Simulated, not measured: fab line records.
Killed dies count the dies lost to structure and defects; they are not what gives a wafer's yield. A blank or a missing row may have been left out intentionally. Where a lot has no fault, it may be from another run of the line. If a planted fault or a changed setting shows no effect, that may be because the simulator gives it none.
Comparing a struck lot with a sound one :: flow sky130 :: 17 out of 708 route steps
Sound: these wafers, L671.3, L671.4, L671.6. Wafers L678.1, L678.2, L678.5 were the ones struck. The cause comes at the end.
Per side, at each step with rows, come the tool, then ch with its chambers, and then its first start. Under that, the readings that differ: sound wafers :: struck wafers :: difference of the means :: sigmas: that difference in standard deviations of wafers without a fault.
alike: readings with means less than 2 such deviations apart, plus words and numbers identical on both sides. not compared: withheld readings, readings lacking a value on some wafer, bounds such as >300 that could conceal the same value, and numbers that have no deviation in the record and whose values overlap.
The two part at a step that has a row with sigmas, a row that says differs or no value, or rows on one side only. Non-overlapping numbers with no deviation appear without sigmas and do not part them. A reading missing from all wafers of one side parts the sides only when that side holds two or more wafers.

SKY_LDD_HVN_OVL_MEAS_07:
  sound: overlay-02 at day 23 20:05; struck: overlay-02 at day 26 13:34
  alike: LDD_HVN_OVL
following that, these wafers have no rows for 1 step: SKY_LDD_HVN_IMPLANT_08.
SKY_LDD_HVN_STRIP_09: strips in O2/N2.
  sound on plasma asher-04 ch 0,1, day 23 20:17; struck on plasma asher-03 ch 0,1, day 26 13:45
  alike: drypump motor current A, oes product au, strip time to endpoint s
  not compared: rf hours counter h
SKY_LDD_HVN_TW_MEAS_10:
  sound: film metro-01 at day 23 20:25; struck: film metro-03 at day 26 13:51
  alike: LDD_HVN_TW
then, 7 steps without rows for these wafers: SKY_LDD_HVP_DEHYDRATE_00 (time 60 s); SKY_LDD_HVP_HMDS_01 (prime time 60 s); SKY_LDD_HVP_COAT_02 (resist thk 300 nm); SKY_LDD_HVP_SOFTBAKE_03 (time 60 s); SKY_LDD_HVP_EXPOSE_04 (exposes mask HVPTM, target cd 700 nm); SKY_LDD_HVP_PEB_05; SKY_LDD_HVP_DEVELOP_06 (develop time 60 s).
SKY_LDD_HVP_OVL_MEAS_07:
  sound: overlay-01 at day 25 01:59; struck: overlay-02 at day 27 16:46
  alike: LDD_HVP_OVL
SKY_LDD_HVP_IMPLANT_08:
  sound on implanter-04 ch 0, day 25 02:04; struck on implanter-03 ch 0, day 27 16:49
reading: implant ion amu
sound: 11 11 11
struck: 49 49 49
difference: +38
sigmas: 

reading: model.implant.rp nm (nm)
sound: 63.87 63.87 63.87
struck: 16.54 16.54 16.54
difference: -47.33
sigmas: 

reading: model.implant.drp nm (nm)
sound: 28.53 28.53 28.53
struck: 9.782 9.782 9.782
difference: -18.748
sigmas: 
  alike: dose ions cm2
SKY_LDD_HVP_STRIP_09: strips in O2/N2.
  sound on plasma asher-02 ch 0,1, day 25 02:11; struck on plasma asher-02 ch 0,1, day 27 16:58
  alike: drypump motor current A, oes product au, strip time to endpoint s
  not compared: rf hours counter h
SKY_LDD_HVP_TW_MEAS_10:
  sound: film metro-02 at day 25 02:17; struck: film metro-03 at day 27 17:04
reading: LDD_HVP_TW
sound: 460 459 460
struck: 710 712 711
difference: +251
sigmas: +60
then, 1 step without rows for these wafers: SKY_LDD_LDN_DEHYDRATE_00 (time 60 s).
-- the record jumps here: 22 days lie between the struck wafers' starts before and after (it left off in module LDD_LDN and takes up again in module PAD_OPEN, whose first step shown is number 708 of the route) --
SKY_PAD_OPEN_PROBE_99:
  sound: prober-02 at day 48 12:48; struck: prober-01 at day 49 18:14
reading: model.etest.tip_p_5v.rs ohm sq
sound: 2838 2826 2823
struck: 4520 4477 4553
difference: +1688
sigmas: 

reading: model.etest.pfet g5v0d10v5.r on ohm um
sound: 4817 4842 4851
struck: 5163 5232 5279
difference: +388
sigmas: 

reading: model.etest.pfet g5v0d10v5.drive ua um
sound: 335.1 332.1 336
struck: 314.6 309.1 305.6
difference: -24.6
sigmas: 

reading: model.etest.res pdiff hv.rs ohm sq
sound: 194.8 194.1 194.7
struck: 192.9 192.9 192.7
difference: -1.7
sigmas: 

reading: model.etest.ring_5v.delay ps
sound: 44.64 44.94 44.81
struck: 45.89 47.02 46.8
difference: +1.77
sigmas: 

reading: model.etest.pfet g5v0d10v5.off log10 a um
sound: -12.23 -12.04 -11.82
struck: -13.15 -13.36 -13.37
difference: -1.26
sigmas: 

reading: model.etest.pfet g5v0d10v5.vt sat v (V)
sound: -0.6016 -0.5813 -0.5674
struck: -0.7697 -0.7827 -0.7775
difference: -0.1932
sigmas: 
  alike: killed_at_M0_to_M3, killed_at_M4_up, killed at contacts, killed at front end, killed at other, killed dies, killed open, killed short
  not compared: model.etest.tip_p_5v.rs ohm sq range

== WHERE THEY PART ==
SKY_LDD_HVP_TW_MEAS_10 only, going by this record. Later steps at which nothing parts them and some readings are alike: SKY_PAD_OPEN_PROBE_99.

WHY: whatever the simulator had introduced
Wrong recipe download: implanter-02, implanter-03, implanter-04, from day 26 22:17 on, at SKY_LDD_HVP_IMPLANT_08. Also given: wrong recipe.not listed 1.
